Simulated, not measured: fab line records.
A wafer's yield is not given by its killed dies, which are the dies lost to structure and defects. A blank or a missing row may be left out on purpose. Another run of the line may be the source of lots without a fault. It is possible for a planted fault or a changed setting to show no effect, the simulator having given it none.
The tool behind it: which one? + flow sky130 + 11 lots, 33 wafers sampled, at 2 steps of a route of 708

## WHAT EACH GAUGE READ, for each wafer
SKY_CONTACT_CD_MEAS_14: target cd 170 nm. Usual: cd-nm at 169.7 nm, with a standard deviation of 1.4.
| lot  | measured     | on        | cd-nm (nm)        | flag |
|------|--------------|-----------|-------------------|------|
| L550 | day 32 13:47 | cd-sem-01 | 169.0 169.9 169.4 |      |
| L551 | day 32 20:16 | cd-sem-01 | 170.3 170.3 171.5 |      |
| L552 | day 33 05:40 | cd-sem-01 | 167.1 167.3 166.7 |      |
| L553 | day 33 10:07 | cd-sem-02 | 170.5 170.0 171.3 |      |
| L556 | day 34 19:20 | cd-sem-01 | 170.9 171.9 169.5 |      |
| L558 | day 35 06:30 | cd-sem-02 | 168.9 170.3 168.4 |      |
| L566 | day 37 04:51 | cd-sem-01 | 169.3 169.5 170.2 |      |
| L567 | day 37 15:31 | cd-sem-02 | 170.1 169.3 170.4 |      |
| L568 | day 38 03:14 | cd-sem-01 | 169.1 166.6 167.9 |      |
| L569 | day 38 15:23 | cd-sem-02 | 172.3 170.9 171.3 |      |
| L570 | day 38 15:56 | cd-sem-02 | 169.2 168.7 169.8 |      |

SKY_CONTACT_OVL_MEAS_15. Usual: CONTACT_OVL 0 nm, standard deviation 4.8.
| lot  | measured     | on         | CONTACT_OVL (nm) | flag |
|------|--------------|------------|------------------|------|
| L550 | day 32 13:53 | overlay-01 | 2 -2 -9          |      |
| L551 | day 32 20:23 | overlay-01 | 0 9 -3           |      |
| L552 | day 33 05:45 | overlay-02 | 3 4 -2           |      |
| L553 | day 33 10:14 | overlay-01 | 6 4 5            |      |
| L556 | day 34 19:24 | overlay-01 | 7 2 0            |      |
| L558 | day 35 06:37 | overlay-02 | -2 3 -4          |      |
| L566 | day 37 04:58 | overlay-02 | 0 -7 -2          |      |
| L567 | day 37 15:38 | overlay-02 | -2 -6 -6         |      |
| L568 | day 38 03:21 | overlay-02 | 2 -6 3           |      |
| L569 | day 38 15:29 | overlay-02 | -6 -2 -7         |      |
| L570 | day 38 16:02 | overlay-01 | -5 -4 3          |      |

## TOOL THAT RAN EACH LOT (tool first, then ch and the chambers of the sampled wafers, then the start)
Record: no process step prior to these readings.

## WHAT THE TOOLS THEMSELVES READ (means of the sampled wafers that have a number; where no wafer has one, the mark that the record gives instead)
The record holds no such reading with a usual standard deviation.

## THE ANSWER, worked out from the rows above alone
Rule: a lot counts as off when the mean over its wafers that have a number is more than 3 standard deviations away from the usual mean. Also off: a lot with no number at a reading for which 4 or more lots have one. Where the step has rows for the other lots, those lots are counted as sound. First the gauges in route order, then the tools' own readings, where a lot's mean is used as printed above. The first step at which some lot is off is used, and at that step the reading that is off furthest; a lot without a number counts as furthest.
Nothing can be told from this: no lot is off at any reading shown.

## WHAT WAS PUT IN BY THE SIMULATOR
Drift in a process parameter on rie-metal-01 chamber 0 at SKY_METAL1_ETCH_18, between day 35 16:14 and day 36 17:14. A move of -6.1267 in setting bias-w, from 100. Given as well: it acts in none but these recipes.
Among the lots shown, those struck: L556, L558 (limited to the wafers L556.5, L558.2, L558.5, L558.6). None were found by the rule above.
